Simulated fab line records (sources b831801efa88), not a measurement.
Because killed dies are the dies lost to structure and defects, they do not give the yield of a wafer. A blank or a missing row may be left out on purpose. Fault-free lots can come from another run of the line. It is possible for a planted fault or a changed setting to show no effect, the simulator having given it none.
One fault through the eyes of 2 desks || flow sky130 || numbers are kept per desk, each desk with only its own; the story behind them comes last

## AT THE METROLOGY DESK
Means of the sampled wafers that have a number, per lot and without regard to the tool the lot ran on: this is what the gauges read. Marked OUT: a lot whose mean sits more than 4 standard deviations from the usual mean, which makes it out of limits; the brackets give that distance.
Columns: A = VIA1_W_RS at SKY_VIA1_RS_MEAS_22, usual 0.427 ohm/sq
{"lot": "L315", "first seen here": "day 34 07:41", "A": 0.423}
{"lot": "L317", "first seen here": "day 35 04:43", "A": 0.419}
{"lot": "L318", "first seen here": "day 35 13:16", "A": 0.426}
{"lot": "L320", "first seen here": "day 36 07:34", "A": 0.435}
{"lot": "L323", "first seen here": "day 36 20:14", "A": 0.431}
{"lot": "L324", "first seen here": "day 37 06:37", "A": 0.432}
{"lot": "L325", "first seen here": "day 37 08:57", "A": 0.422}
{"lot": "L327", "first seen here": "day 38 09:18", "A": 0.432}
{"lot": "L330", "first seen here": "day 39 01:28", "A": 0.430}
{"lot": "L331", "first seen here": "day 39 08:14", "A": 0.430}
{"lot": "L333", "first seen here": "day 39 16:43", "A": 0.424}
{"lot": "L334", "first seen here": "day 40 07:13", "A": 0.420}
{"lot": "L338", "first seen here": "day 41 05:34", "A": 0.437}
This desk found nothing out of limits on any of the 13 lots.

## AT THE TOOL OWNER'S DESK: wet_bench-03
The tool's own readings at SKY_FIELD_ISO_WET_ETCH_30 (etches SiO2 in dHF, target depth 25 nm, time 50 s): means of the sampled wafers that have a number, for each lot that ran on this tool. Marked OUT: a lot whose mean sits more than 4 standard deviations from the usual mean, which makes it out of limits; the brackets give that distance.
Columns: A = bath_heat_duty_pct at SKY_FIELD_ISO_WET_ETCH_30, usual 6.2 %; B = temp_c at SKY_FIELD_ISO_WET_ETCH_30, usual 25.00 C
{"lot": "L317", "first seen here": "day 2 20:17", "A": 6.0, "B": 25.10}
{"lot": "L318", "first seen here": "day 3 02:55", "A": 7.2, "B": 25.08}
{"lot": "L323", "first seen here": "day 4 05:10", "A": 5.2, "B": 25.06}
{"lot": "L324", "first seen here": "day 4 09:37", "A": "21.3 (+21) OUT", "B": "35.90 (+99 or more) OUT"}
{"lot": "L325", "first seen here": "day 4 13:53", "A": "18.4 (+17) OUT", "B": "35.96 (+99 or more) OUT"}
Finding of this desk: L324, L325 out of limits; the first was L324 at day 4 09:37, on bath_heat_duty_pct at SKY_FIELD_ISO_WET_ETCH_30. L317, L318, L323: within limits.

## BROUGHT TOGETHER
At day 4 09:37, on L324, L325, the tool owner's desk was in a position to raise an alarm.
Nothing out of limits was seen by the metrology desk.
The metrology desk holds a record of L324, L325, inside its limits.
Every lot named ran SKY_FIELD_ISO_WET_ETCH_30 on wet_bench-03.

## WHAT THE SIMULATOR HAD PUT IN
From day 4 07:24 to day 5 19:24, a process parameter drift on wet_bench-03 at SKY_FIELD_ISO_WET_ETCH_30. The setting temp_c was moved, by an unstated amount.
Lots struck among those shown: L324, L325.
Delay in hours, fault start to first out-of-limits reading, by desk: the tool owner's desk at 2.
